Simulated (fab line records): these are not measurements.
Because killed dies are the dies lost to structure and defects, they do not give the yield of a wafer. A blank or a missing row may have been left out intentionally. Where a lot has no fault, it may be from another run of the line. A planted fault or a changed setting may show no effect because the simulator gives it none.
Which tool was responsible? :: flow gf180mcu :: 72 wafers from 24 lots sampled at 6 of the route's 602 steps

== WHAT EACH GAUGE READ, for each wafer ==
GF_V2_OVL_MEAS_15.
lot: L074
measured: day 20 15:53
on: overlay-01
V2_OVL (nm): -2 -3 2

lot: L075
measured: day 21 01:11
on: overlay-01
V2_OVL (nm): -5 -1 0

lot: L076
measured: day 21 07:41
on: overlay-01
V2_OVL (nm): 3 6 6

lot: L077
measured: day 21 15:13
on: overlay-01
V2_OVL (nm): -2 8 6

lot: L078
measured: day 21 18:15
on: overlay-01
V2_OVL (nm): 1 8 8

lot: L079
measured: day 22 11:13
on: overlay-01
V2_OVL (nm): 5 5 -5

lot: L080
measured: day 22 11:33
on: overlay-01
V2_OVL (nm): 5 2 -1

lot: L081
measured: day 22 23:47
on: overlay-01
V2_OVL (nm): 5 -3 -3

lot: L082
measured: day 23 06:10
on: overlay-02
V2_OVL (nm): -3 -14 -2

lot: L083
measured: day 23 12:41
on: overlay-01
V2_OVL (nm): -10 -4 -9

lot: L084
measured: day 23 19:32
on: overlay-01
V2_OVL (nm): 0 1 -3

lot: L085
measured: day 24 06:00
on: overlay-01
V2_OVL (nm): 8 1 -2

lot: L086
measured: day 24 14:18
on: overlay-02
V2_OVL (nm): 4 -2 -1

lot: L087
measured: day 25 04:06
on: overlay-02
V2_OVL (nm): 10 -9 -3

lot: L088
measured: day 25 07:57
on: overlay-01
V2_OVL (nm): 7 2 -5

lot: L089
measured: day 25 16:10
on: overlay-01
V2_OVL (nm): -1 -1 2

lot: L090
measured: day 25 21:31
on: overlay-01
V2_OVL (nm): -5 1 -2

lot: L091
measured: day 26 04:55
on: overlay-02
V2_OVL (nm): -1 -4 1

lot: L092
measured: day 26 13:03
on: overlay-01
V2_OVL (nm): 0 -9 1

lot: L093
measured: day 26 21:20
on: overlay-02
V2_OVL (nm): -1 -3 -5

lot: L094
measured: day 27 05:16
on: overlay-02
V2_OVL (nm): 7 -2 -1

lot: L095
measured: day 27 10:17
on: overlay-02
V2_OVL (nm): -1 0 1

lot: L096
measured: day 27 18:34
on: overlay-01
V2_OVL (nm): -8 -4 -7

lot: L097
measured: day 27 20:52
on: overlay-02
V2_OVL (nm): -2 -6 -3

GF_V5_OVL_MEAS_15.
lot: L074
measured: day 27 15:10
on: overlay-02
V5_OVL (nm): 2 -5 1

lot: L075
measured: day 27 18:56
on: overlay-01
V5_OVL (nm): -2 -3 -3

lot: L076
measured: day 28 01:20
on: overlay-01
V5_OVL (nm): 8 5 8

lot: L077
measured: day 28 08:21
on: overlay-02
V5_OVL (nm): -7 0 -4

lot: L078
measured: day 28 09:26
on: overlay-02
V5_OVL (nm): 9 4 5

lot: L079
measured: day 29 00:51
on: overlay-02
V5_OVL (nm): 6 -2 4

lot: L080
measured: day 28 23:54
on: overlay-02
V5_OVL (nm): 2 1 2

lot: L081
measured: day 29 12:14
on: overlay-02
V5_OVL (nm): -3 5 8

lot: L082
measured: day 29 17:21
on: overlay-01
V5_OVL (nm): -4 0 -3

lot: L083
measured: day 29 20:49
on: overlay-02
V5_OVL (nm): 8 20 10

lot: L084
measured: day 30 06:40
on: overlay-02
V5_OVL (nm): -4 -1 3

lot: L085
measured: day 30 11:26
on: overlay-01
V5_OVL (nm): 0 -4 -2

lot: L086
measured: day 30 18:29
on: overlay-01
V5_OVL (nm): 1 2 -8

lot: L087
measured: day 31 05:11
on: overlay-02
V5_OVL (nm): 2 0 2

lot: L088
measured: day 31 09:50
on: overlay-02
V5_OVL (nm): -4 -2 1

lot: L089
measured: day 31 18:27
on: overlay-01
V5_OVL (nm): 2 10 0

lot: L090
measured: day 31 20:09
on: overlay-02
V5_OVL (nm): -1 6 -3

lot: L091
measured: day 32 02:32
on: overlay-02
V5_OVL (nm): 1 -1 0

lot: L092
measured: day 32 09:50
on: overlay-02
V5_OVL (nm): 6 -2 -2

lot: L093
measured: day 32 16:49
on: overlay-01
V5_OVL (nm): 0 5 -1

lot: L094
measured: day 32 23:46
on: overlay-01
V5_OVL (nm): -2 -6 -2

lot: L095
measured: day 33 02:11
on: overlay-02
V5_OVL (nm): 4 3 9

lot: L096
measured: day 33 09:55
on: overlay-02
V5_OVL (nm): -13 -13 -12

lot: L097
measured: day 33 11:46
on: overlay-01
V5_OVL (nm): 15 8 10

== WHAT TOOL EACH LOT RAN ON (gives the tool, then ch and the chambers of the sampled wafers, and finally the start) ==
lot: L074
GF_V2_CVD_02: pecvd-04 ch 0,2, day 19 14:52
GF_V2_ETCH_16: rieDiel-02 ch 2,3, day 20 15:56
GF_MIM_SPUTTER_01: pvdSputter-03, day 25 00:20
GF_MIM_STRIP_20: plasmaAsher-01 ch 0,1, day 25 21:30

lot: L075
GF_V2_CVD_02: pecvd-02 ch 1,2, day 20 00:23
GF_V2_ETCH_16: rieDiel-03 ch 0,2,3, day 21 01:14
GF_MIM_SPUTTER_01: pvdSputter-03, day 25 03:05
GF_MIM_STRIP_20: plasmaAsher-01 ch 0,1, day 26 00:40

lot: L076
GF_V2_CVD_02: pecvd-02 ch 1,2, day 20 07:14
GF_V2_ETCH_16: rieDiel-02 ch 0,2,3, day 21 07:42
GF_MIM_SPUTTER_01: pvdSputter-03, day 25 09:49
GF_MIM_STRIP_20: plasmaAsher-04 ch 0,1, day 26 07:21

lot: L077
GF_V2_CVD_02: pecvd-02 ch 0,1,2, day 20 15:13
GF_V2_ETCH_16: rieDiel-04 ch 0,1,3, day 21 15:15
GF_MIM_SPUTTER_01: pvdSputter-04, day 25 17:04
GF_MIM_STRIP_20: plasmaAsher-04 ch 0,1, day 26 13:39

lot: L078
GF_V2_CVD_02: pecvd-02 ch 1,2, day 20 17:46
GF_V2_ETCH_16: rieDiel-03 ch 1,2,3, day 21 18:17
GF_MIM_SPUTTER_01: pvdSputter-04, day 25 19:02
GF_MIM_STRIP_20: plasmaAsher-04 ch 0,1, day 26 15:25

lot: L079
GF_V2_CVD_02: pecvd-04 ch 0,1, day 21 11:10
GF_V2_ETCH_16: rieDiel-03 ch 0,1,3, day 22 11:15
GF_MIM_SPUTTER_01: pvdSputter-01, day 26 10:16
GF_MIM_STRIP_20: plasmaAsher-02 ch 0,1, day 27 07:16

lot: L080
GF_V2_CVD_02: pecvd-03 ch 0,2, day 21 11:47
GF_V2_ETCH_16: rieDiel-02 ch 0,1,3, day 22 11:35
GF_MIM_SPUTTER_01: pvdSputter-01, day 26 09:32
GF_MIM_STRIP_20: plasmaAsher-04 ch 0,1, day 27 06:27

lot: L081
GF_V2_CVD_02: pecvd-04 ch 0,1,2, day 21 23:59
GF_V2_ETCH_16: rieDiel-02 ch 0,3, day 22 23:50
GF_MIM_SPUTTER_01: pvdSputter-03, day 26 23:01
GF_MIM_STRIP_20: plasmaAsher-02 ch 0,1, day 27 19:37

lot: L082
GF_V2_CVD_02: pecvd-02 ch 0,1,2, day 22 06:05
GF_V2_ETCH_16: rieDiel-03 ch 0,2,3, day 23 06:12
GF_MIM_SPUTTER_01: pvdSputter-04, day 27 03:44
GF_MIM_STRIP_20: plasmaAsher-04 ch 0,1, day 28 00:10

lot: L083
GF_V2_CVD_02: pecvd-03 ch 1,2, day 22 12:46
GF_V2_ETCH_16: rieDiel-02 ch 0,1,3, day 23 12:42
GF_MIM_SPUTTER_01: pvdSputter-03, day 27 07:35
GF_MIM_STRIP_20: plasmaAsher-02 ch 0,1, day 28 03:51

lot: L084
GF_V2_CVD_02: pecvd-04 ch 0,1,2, day 22 20:27
GF_V2_ETCH_16: rieDiel-04 ch 0,2,3, day 23 19:35
GF_MIM_SPUTTER_01: pvdSputter-03, day 27 18:28
GF_MIM_STRIP_20: plasmaAsher-01 ch 0,1, day 28 14:29

lot: L085
GF_V2_CVD_02: pecvd-04 ch 0,1,2, day 23 06:35
GF_V2_ETCH_16: rieDiel-03 ch 0,1,2, day 24 06:02
GF_MIM_SPUTTER_01: pvdSputter-04, day 27 23:17
GF_MIM_STRIP_20: plasmaAsher-01 ch 0,1, day 28 19:05

lot: L086
GF_V2_CVD_02: pecvd-04 ch 0,2, day 23 15:01
GF_V2_ETCH_16: rieDiel-04 ch 0,2,3, day 24 14:20
GF_MIM_SPUTTER_01: pvdSputter-04, day 28 08:44
GF_MIM_STRIP_20: plasmaAsher-02 ch 0, day 29 03:55

lot: L087
GF_V2_CVD_02: pecvd-02 ch 1,2, day 24 05:47
GF_V2_ETCH_16: rieDiel-04 ch 0,1,3, day 25 04:08
GF_MIM_SPUTTER_01: pvdSputter-03, day 28 19:46
GF_MIM_STRIP_20: plasmaAsher-01 ch 0,1, day 29 15:31

lot: L088
GF_V2_CVD_02: pecvd-03 ch 0,1,2, day 24 10:10
GF_V2_ETCH_16: rieDiel-03 ch 0,1,2, day 25 07:59
GF_MIM_SPUTTER_01: pvdSputter-03, day 29 00:31
GF_MIM_STRIP_20: plasmaAsher-01 ch 0,1, day 29 20:31

lot: L089
GF_V2_CVD_02: pecvd-03 ch 0,1,2, day 24 17:52
GF_V2_ETCH_16: rieDiel-02 ch 2,3, day 25 16:11
GF_MIM_SPUTTER_01: pvdSputter-04, day 29 08:18
GF_MIM_STRIP_20: plasmaAsher-04 ch 0,1, day 30 03:06

lot: L090
GF_V2_CVD_02: pecvd-03 ch 0,1,2, day 24 22:38
GF_V2_ETCH_16: rieDiel-04 ch 1,2,3, day 25 21:33
GF_MIM_SPUTTER_01: pvdSputter-04, day 29 12:46
GF_MIM_STRIP_20: plasmaAsher-01 ch 0,1, day 30 07:16

lot: L091
GF_V2_CVD_02: pecvd-04 ch 1,2, day 25 07:18
GF_V2_ETCH_16: rieDiel-02 ch 0,1,3, day 26 04:57
GF_MIM_SPUTTER_01: pvdSputter-04, day 29 19:19
GF_MIM_STRIP_20: plasmaAsher-01 ch 0,1, day 30 13:40

lot: L092
GF_V2_CVD_02: pecvd-04 ch 0,1,2, day 25 15:42
GF_V2_ETCH_16: rieDiel-03 ch 0,1,2, day 26 13:05
GF_MIM_SPUTTER_01: pvdSputter-03, day 30 02:43
GF_MIM_STRIP_20: plasmaAsher-04 ch 0,1, day 30 20:36

lot: L093
GF_V2_CVD_02: pecvd-04 ch 0,1,2, day 25 23:42
GF_V2_ETCH_16: rieDiel-02 ch 0,3, day 26 21:21
GF_MIM_SPUTTER_01: pvdSputter-04, day 30 10:36
GF_MIM_STRIP_20: plasmaAsher-04 ch 0,1, day 31 04:15

lot: L094
GF_V2_CVD_02: pecvd-02 ch 0,1,2, day 26 08:08
GF_V2_ETCH_16: rieDiel-04 ch 0,2,3, day 27 05:17
GF_MIM_SPUTTER_01: pvdSputter-03, day 30 18:35
GF_MIM_STRIP_20: plasmaAsher-01 ch 0,1, day 31 12:24

lot: L095
GF_V2_CVD_02: pecvd-03 ch 0,1,2, day 26 12:59
GF_V2_ETCH_16: rieDiel-03 ch 0,1,3, day 27 10:19
GF_MIM_SPUTTER_01: pvdSputter-03, day 30 21:49
GF_MIM_STRIP_20: plasmaAsher-02 ch 0,1, day 31 15:33

lot: L096
GF_V2_CVD_02: pecvd-04 ch 0,1,2, day 26 22:11
GF_V2_ETCH_16: rieDiel-02 ch 0,1,3, day 27 18:35
GF_MIM_SPUTTER_01: pvdSputter-04, day 31 05:59
GF_MIM_STRIP_20: plasmaAsher-01 ch 0,1, day 31 23:03

lot: L097
GF_V2_CVD_02: pecvd-02 ch 0,1,2, day 26 23:55
GF_V2_ETCH_16: rieDiel-02 ch 0,1,3, day 27 20:53
GF_MIM_SPUTTER_01: pvdSputter-04, day 31 08:23
GF_MIM_STRIP_20: plasmaAsher-04 ch 0,1, day 32 01:49
- GF_V2_CVD_02: deposits SiO2 from TEOS, target thk 850 nm, time 94.851 s.
- GF_V2_ETCH_16: etches BARC in N2/H2.
- GF_MIM_SPUTTER_01: material TiN, target thk 30 nm, time 25 s.
- GF_MIM_STRIP_20: strips in O2/N2.

== WHAT THE TOOLS THEMSELVES READ (means of the sampled wafers that have a number; where no wafer has one, the mark that the record gives instead) ==
GF_V2_CVD_02.
lot: L074
tool: pecvd-04
heaterPowerW (W): 590
susceptorTempC (C): 399.92

lot: L075
tool: pecvd-02
heaterPowerW (W): 663
susceptorTempC (C): 400.08

lot: L076
tool: pecvd-02
heaterPowerW (W): 668
susceptorTempC (C): 400.02

lot: L077
tool: pecvd-02
heaterPowerW (W): 695
susceptorTempC (C): 400.18

lot: L078
tool: pecvd-02
heaterPowerW (W): 725
susceptorTempC (C): 400.13

lot: L079
tool: pecvd-04
heaterPowerW (W): 609
susceptorTempC (C): 399.85

lot: L080
tool: pecvd-03
heaterPowerW (W): 695
susceptorTempC (C): 399.93

lot: L081
tool: pecvd-04
heaterPowerW (W): 638
susceptorTempC (C): 400.08

lot: L082
tool: pecvd-02
heaterPowerW (W): 630
susceptorTempC (C): 399.99

lot: L083
tool: pecvd-03
heaterPowerW (W): 595
susceptorTempC (C): 400.11

lot: L084
tool: pecvd-04
heaterPowerW (W): 646
susceptorTempC (C): 400.16

lot: L085
tool: pecvd-04
heaterPowerW (W): 597
susceptorTempC (C): 399.83

lot: L086
tool: pecvd-04
heaterPowerW (W): 574
susceptorTempC (C): 399.69

lot: L087
tool: pecvd-02
heaterPowerW (W): 633
susceptorTempC (C): 399.99

lot: L088
tool: pecvd-03
heaterPowerW (W): 671
susceptorTempC (C): 400.12

lot: L089
tool: pecvd-03
heaterPowerW (W): 586
susceptorTempC (C): 399.81

lot: L090
tool: pecvd-03
heaterPowerW (W): 631
susceptorTempC (C): 400.15

lot: L091
tool: pecvd-04
heaterPowerW (W): 602
susceptorTempC (C): 399.92

lot: L092
tool: pecvd-04
heaterPowerW (W): 614
susceptorTempC (C): 399.90

lot: L093
tool: pecvd-04
heaterPowerW (W): 605
susceptorTempC (C): 399.85

lot: L094
tool: pecvd-02
heaterPowerW (W): 643
susceptorTempC (C): 399.98

lot: L095
tool: pecvd-03
heaterPowerW (W): 647
susceptorTempC (C): 399.87

lot: L096
tool: pecvd-04
heaterPowerW (W): 617
susceptorTempC (C): 399.75

lot: L097
tool: pecvd-02
heaterPowerW (W): 647
susceptorTempC (C): 400.05

GF_V2_ETCH_16.
lot: L074
tool: rieDiel-02
drypumpMotorCurrentA (A): 5.9
oesProductAu (a.u.): 0.862
throttleValvePct (%): 13.239

lot: L075
tool: rieDiel-03
drypumpMotorCurrentA (A): 5.6
oesProductAu (a.u.): 0.855
throttleValvePct (%): 13.228

lot: L076
tool: rieDiel-02
drypumpMotorCurrentA (A): 5.6
oesProductAu (a.u.): 0.859
throttleValvePct (%): 13.226

lot: L077
tool: rieDiel-04
drypumpMotorCurrentA (A): 5.6
oesProductAu (a.u.): 0.852
throttleValvePct (%): 13.224

lot: L078
tool: rieDiel-03
drypumpMotorCurrentA (A): 5.8
oesProductAu (a.u.): 0.860
throttleValvePct (%): 13.225

lot: L079
tool: rieDiel-03
drypumpMotorCurrentA (A): 5.8
oesProductAu (a.u.): 0.855
throttleValvePct (%): 13.230

lot: L080
tool: rieDiel-02
drypumpMotorCurrentA (A): 5.5
oesProductAu (a.u.): 0.853
throttleValvePct (%): 13.216

lot: L081
tool: rieDiel-02
drypumpMotorCurrentA (A): 5.6
oesProductAu (a.u.): 0.849
throttleValvePct (%): 13.220

lot: L082
tool: rieDiel-03
drypumpMotorCurrentA (A): 5.6
oesProductAu (a.u.): 0.855
throttleValvePct (%): 13.229

lot: L083
tool: rieDiel-02
drypumpMotorCurrentA (A): 5.5
oesProductAu (a.u.): 0.851
throttleValvePct (%): 13.234

lot: L084
tool: rieDiel-04
drypumpMotorCurrentA (A): 5.8
oesProductAu (a.u.): 0.858
throttleValvePct (%): 13.219

lot: L085
tool: rieDiel-03
drypumpMotorCurrentA (A): 6.2
oesProductAu (a.u.): 0.851
throttleValvePct (%): 13.234

lot: L086
tool: rieDiel-04
drypumpMotorCurrentA (A): 5.9
oesProductAu (a.u.): 0.853
throttleValvePct (%): 13.221

lot: L087
tool: rieDiel-04
drypumpMotorCurrentA (A): 5.7
oesProductAu (a.u.): 0.861
throttleValvePct (%): 13.224

lot: L088
tool: rieDiel-03
drypumpMotorCurrentA (A): 6.2
oesProductAu (a.u.): 0.851
throttleValvePct (%): 13.231

lot: L089
tool: rieDiel-02
drypumpMotorCurrentA (A): 5.9
oesProductAu (a.u.): 0.856
throttleValvePct (%): 13.231

lot: L090
tool: rieDiel-04
drypumpMotorCurrentA (A): 5.6
oesProductAu (a.u.): 0.852
throttleValvePct (%): 13.227

lot: L091
tool: rieDiel-02
drypumpMotorCurrentA (A): 5.5
oesProductAu (a.u.): 0.855
throttleValvePct (%): 13.228

lot: L092
tool: rieDiel-03
drypumpMotorCurrentA (A): 6.2
oesProductAu (a.u.): 0.851
throttleValvePct (%): 13.229

lot: L093
tool: rieDiel-02
drypumpMotorCurrentA (A): 5.6
oesProductAu (a.u.): 0.853
throttleValvePct (%): 13.227

lot: L094
tool: rieDiel-04
drypumpMotorCurrentA (A): 5.8
oesProductAu (a.u.): 0.861
throttleValvePct (%): 13.224

lot: L095
tool: rieDiel-03
drypumpMotorCurrentA (A): 5.8
oesProductAu (a.u.): 0.852
throttleValvePct (%): 13.220

lot: L096
tool: rieDiel-02
drypumpMotorCurrentA (A): 5.5
oesProductAu (a.u.): 0.856
throttleValvePct (%): 13.218

lot: L097
tool: rieDiel-02
drypumpMotorCurrentA (A): 5.5
oesProductAu (a.u.): 0.856
throttleValvePct (%): 13.226

GF_MIM_SPUTTER_01.
lot: L074
tool: pvdSputter-03
throttleValvePct (%): 30.1

lot: L075
tool: pvdSputter-03
throttleValvePct (%): 29.7

lot: L076
tool: pvdSputter-03
throttleValvePct (%): 30.3

lot: L077
tool: pvdSputter-04
throttleValvePct (%): 30.7

lot: L078
tool: pvdSputter-04
throttleValvePct (%): 30.9

lot: L079
tool: pvdSputter-01
throttleValvePct (%): 30.0

lot: L080
tool: pvdSputter-01
throttleValvePct (%): 30.2

lot: L081
tool: pvdSputter-03
throttleValvePct (%): 29.6

lot: L082
tool: pvdSputter-04
throttleValvePct (%): 31.1

lot: L083
tool: pvdSputter-03
throttleValvePct (%): 30.2

lot: L084
tool: pvdSputter-03
throttleValvePct (%): 30.6

lot: L085
tool: pvdSputter-04
throttleValvePct (%): 30.5

lot: L086
tool: pvdSputter-04
throttleValvePct (%): 29.8

lot: L087
tool: pvdSputter-03
throttleValvePct (%): 29.7

lot: L088
tool: pvdSputter-03
throttleValvePct (%): 30.2

lot: L089
tool: pvdSputter-04
throttleValvePct (%): 29.1

lot: L090
tool: pvdSputter-04
throttleValvePct (%): 29.8

lot: L091
tool: pvdSputter-04
throttleValvePct (%): 30.7

lot: L092
tool: pvdSputter-03
throttleValvePct (%): 29.4

lot: L093
tool: pvdSputter-04
throttleValvePct (%): 30.5

lot: L094
tool: pvdSputter-03
throttleValvePct (%): 29.9

lot: L095
tool: pvdSputter-03
throttleValvePct (%): 30.6

lot: L096
tool: pvdSputter-04
throttleValvePct (%): 29.5

lot: L097
tool: pvdSputter-04
throttleValvePct (%): 30.2

GF_MIM_STRIP_20.
lot: L074
tool: plasmaAsher-01
drypumpMotorCurrentA (A): 6.1
heaterPowerW (W): 358
oesProductAu (a.u.): 0.691
stripTimeToEndpointS (s): 11.22

lot: L075
tool: plasmaAsher-01
drypumpMotorCurrentA (A): 6.1
heaterPowerW (W): 361
oesProductAu (a.u.): 0.693
stripTimeToEndpointS (s): 11.24

lot: L076
tool: plasmaAsher-04
drypumpMotorCurrentA (A): 6.0
heaterPowerW (W): 366
oesProductAu (a.u.): 0.693
stripTimeToEndpointS (s): 11.23

lot: L077
tool: plasmaAsher-04
drypumpMotorCurrentA (A): 6.0
heaterPowerW (W): 358
oesProductAu (a.u.): 0.689
stripTimeToEndpointS (s): 11.23

lot: L078
tool: plasmaAsher-04
drypumpMotorCurrentA (A): 5.7
heaterPowerW (W): 330
oesProductAu (a.u.): 0.693
stripTimeToEndpointS (s): 11.23

lot: L079
tool: plasmaAsher-02
drypumpMotorCurrentA (A): 5.8
heaterPowerW (W): 377
oesProductAu (a.u.): 0.690
stripTimeToEndpointS (s): 11.24

lot: L080
tool: plasmaAsher-04
drypumpMotorCurrentA (A): 6.0
heaterPowerW (W): 368
oesProductAu (a.u.): 0.693
stripTimeToEndpointS (s): 11.22

lot: L081
tool: plasmaAsher-02
drypumpMotorCurrentA (A): 5.8
heaterPowerW (W): 351
oesProductAu (a.u.): 0.697
stripTimeToEndpointS (s): 11.26

lot: L082
tool: plasmaAsher-04
drypumpMotorCurrentA (A): 5.7
heaterPowerW (W): 330
oesProductAu (a.u.): 0.693
stripTimeToEndpointS (s): 11.19

lot: L083
tool: plasmaAsher-02
drypumpMotorCurrentA (A): 5.8
heaterPowerW (W): 374
oesProductAu (a.u.): 0.692
stripTimeToEndpointS (s): 11.17

lot: L084
tool: plasmaAsher-01
drypumpMotorCurrentA (A): 6.2
heaterPowerW (W): 361
oesProductAu (a.u.): 0.689
stripTimeToEndpointS (s): 11.18

lot: L085
tool: plasmaAsher-01
drypumpMotorCurrentA (A): 5.9
heaterPowerW (W): 336
oesProductAu (a.u.): 0.692
stripTimeToEndpointS (s): 11.18

lot: L086
tool: plasmaAsher-02
drypumpMotorCurrentA (A): 5.8
heaterPowerW (W): 395
oesProductAu (a.u.): 0.689
stripTimeToEndpointS (s): 11.15

lot: L087
tool: plasmaAsher-01
drypumpMotorCurrentA (A): 6.1
heaterPowerW (W): 361
oesProductAu (a.u.): 0.687
stripTimeToEndpointS (s): 11.18

lot: L088
tool: plasmaAsher-01
drypumpMotorCurrentA (A): 6.1
heaterPowerW (W): 364
oesProductAu (a.u.): 0.688
stripTimeToEndpointS (s): 11.22

lot: L089
tool: plasmaAsher-04
drypumpMotorCurrentA (A): 5.7
heaterPowerW (W): 331
oesProductAu (a.u.): 0.691
stripTimeToEndpointS (s): 11.24

lot: L090
tool: plasmaAsher-01
drypumpMotorCurrentA (A): 5.9
heaterPowerW (W): 340
oesProductAu (a.u.): 0.687
stripTimeToEndpointS (s): 11.26

lot: L091
tool: plasmaAsher-01
drypumpMotorCurrentA (A): 6.1
heaterPowerW (W): 360
oesProductAu (a.u.): 0.693
stripTimeToEndpointS (s): 11.23

lot: L092
tool: plasmaAsher-04
drypumpMotorCurrentA (A): 6.0
heaterPowerW (W): 363
oesProductAu (a.u.): 0.697
stripTimeToEndpointS (s): 11.25

lot: L093
tool: plasmaAsher-04
drypumpMotorCurrentA (A): 5.7
heaterPowerW (W): 330
oesProductAu (a.u.): 0.690
stripTimeToEndpointS (s): 11.24

lot: L094
tool: plasmaAsher-01
drypumpMotorCurrentA (A): 5.8
heaterPowerW (W): 338
oesProductAu (a.u.): 0.694
stripTimeToEndpointS (s): 11.28

lot: L095
tool: plasmaAsher-02
drypumpMotorCurrentA (A): 5.8
heaterPowerW (W): 379
oesProductAu (a.u.): 0.698
stripTimeToEndpointS (s): 11.25

lot: L096
tool: plasmaAsher-01
drypumpMotorCurrentA (A): 5.9
heaterPowerW (W): 338
oesProductAu (a.u.): 0.690
stripTimeToEndpointS (s): 11.21

lot: L097
tool: plasmaAsher-04
drypumpMotorCurrentA (A): 5.8
heaterPowerW (W): 324
oesProductAu (a.u.): 0.694
stripTimeToEndpointS (s): 11.26

== THE ANSWER, worked out from the rows above alone ==
Rule: the lots themselves supply what counts as usual. The widest of any qualifying gaps counts: lots, ordered by their means at a reading, are off when they make up no more than a third of the lots, leave a main group of 4 or more, and stand apart from it by 3 or more times the standard deviation of that group's means. If all means in a main group match to the digits the tables above print for the reading, that group is not used. Also off: a lot with no number at a reading for which 4 or more lots have one. All remaining lots with rows at the step are treated as sound. The gauges are gone through in route order, then the tools' own readings, and for those a lot's mean is taken as printed above. The first step at which some lot is off is used, and at that step the reading that is off furthest; a lot without a number counts as furthest.
Nothing can be told from this: no lot is off at any reading shown.

== WHAT WAS PUT IN BY THE SIMULATOR ==
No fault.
